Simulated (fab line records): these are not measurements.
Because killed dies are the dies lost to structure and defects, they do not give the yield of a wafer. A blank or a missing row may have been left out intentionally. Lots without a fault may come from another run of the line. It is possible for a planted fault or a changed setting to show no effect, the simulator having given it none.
Which tool is to blame? | flow gf180mcu | Sampling: 13 lots, 39 wafers, 2 of 602 route steps

## WHAT THE GAUGES SHOWED, per wafer
GF_POLY_GATE_CD_MEAS_18.
lot  | measured     | on        | cd nm (nm)
L271 | day 10 04:58 | cd sem-01 | 281.7 280.2 280.0
L272 | day 10 11:37 | cd sem-02 | 278.5 277.8 280.0
L274 | day 11 07:38 | cd sem-02 | 279.0 277.8 278.9
L275 | day 11 13:34 | cd sem-02 | 279.6 280.9 278.4
L279 | day 12 19:33 | cd sem-01 | 278.2 280.8 279.0
L280 | day 13 00:51 | cd sem-01 | 277.8 276.2 278.6
L281 | day 13 05:04 | cd sem-02 | 277.2 279.1 276.9
L284 | day 14 01:56 | cd sem-01 | 278.1 279.7 279.8
L285 | day 14 09:41 | cd sem-01 | 277.3 281.7 277.4
L288 | day 15 08:46 | cd sem-01 | 281.3 280.3 279.6
L289 | day 15 17:20 | cd sem-02 | 277.6 280.6 280.6
L290 | day 16 00:24 | cd sem-02 | 280.6 277.8 282.7
L291 | day 16 06:02 | cd sem-02 | 282.3 280.1 281.9

GF_HV_LDD_TW_MEAS_50.
lot  | measured     | on            | HV_LDD_4_TW
L271 | day 13 11:14 | film metro-04 | 566.6 565.2 568.0
L272 | day 13 17:50 | film metro-02 | 571.3 570.8 571.1
L274 | day 14 17:13 | film metro-02 | 564.3 565.8 567.3
L275 | day 14 23:45 | film metro-02 | 566.6 565.0 566.6
L279 | day 16 10:14 | film metro-04 | 570.1 564.7 567.2
L280 | day 16 17:08 | film metro-04 | 567.5 565.1 570.7
L281 | day 16 20:09 | film metro-04 | 566.4 565.6 565.2
L284 | day 17 19:28 | film metro-04 | 570.2 568.7 567.4
L285 | day 18 03:15 | film metro-04 | 564.5 564.2 562.2
L288 | day 19 03:59 | film metro-04 | 568.2 567.7 568.4
L289 | day 19 13:34 | film metro-04 | 567.1 568.6 567.8
L290 | day 19 22:05 | film metro-02 | 569.1 566.0 567.4
L291 | day 20 02:52 | film metro-01 | 568.4 569.7 567.0

## WHICH TOOL RAN EACH LOT (tool, then ch and the chambers of the sampled wafers, then the start)
Record: no process step prior to these readings.

## WHAT THE TOOLS THEMSELVES READ (means of the sampled wafers that have a number; where no wafer has one, the mark that the record gives instead)
The record holds no such reading with a usual standard deviation.

## THE ANSWER, worked out from the rows above alone
Rule: usual is defined by the lots themselves. Put in order of their means at a reading, lots are off if they are a third of the lots or fewer, leave a main group of 4 or more, and stand apart from it by a gap of 3 or more times the standard deviation of the main group's means; of several such gaps the widest counts. The tables above print the reading to a certain number of digits; a main group whose means all agree to those digits is not used. Also off: a lot with no number at a reading for which 4 or more lots have one. All remaining lots with rows at the step are treated as sound. First the gauges in route order, then the tools' own readings, where a lot's mean is used as printed above. At the first step where some lot is off, the reading lying furthest off is the one used; lots without a number count as furthest.
None of the lots is off at any reading shown; this tells nothing.

## WHAT THE SIMULATOR HAD INSERTED
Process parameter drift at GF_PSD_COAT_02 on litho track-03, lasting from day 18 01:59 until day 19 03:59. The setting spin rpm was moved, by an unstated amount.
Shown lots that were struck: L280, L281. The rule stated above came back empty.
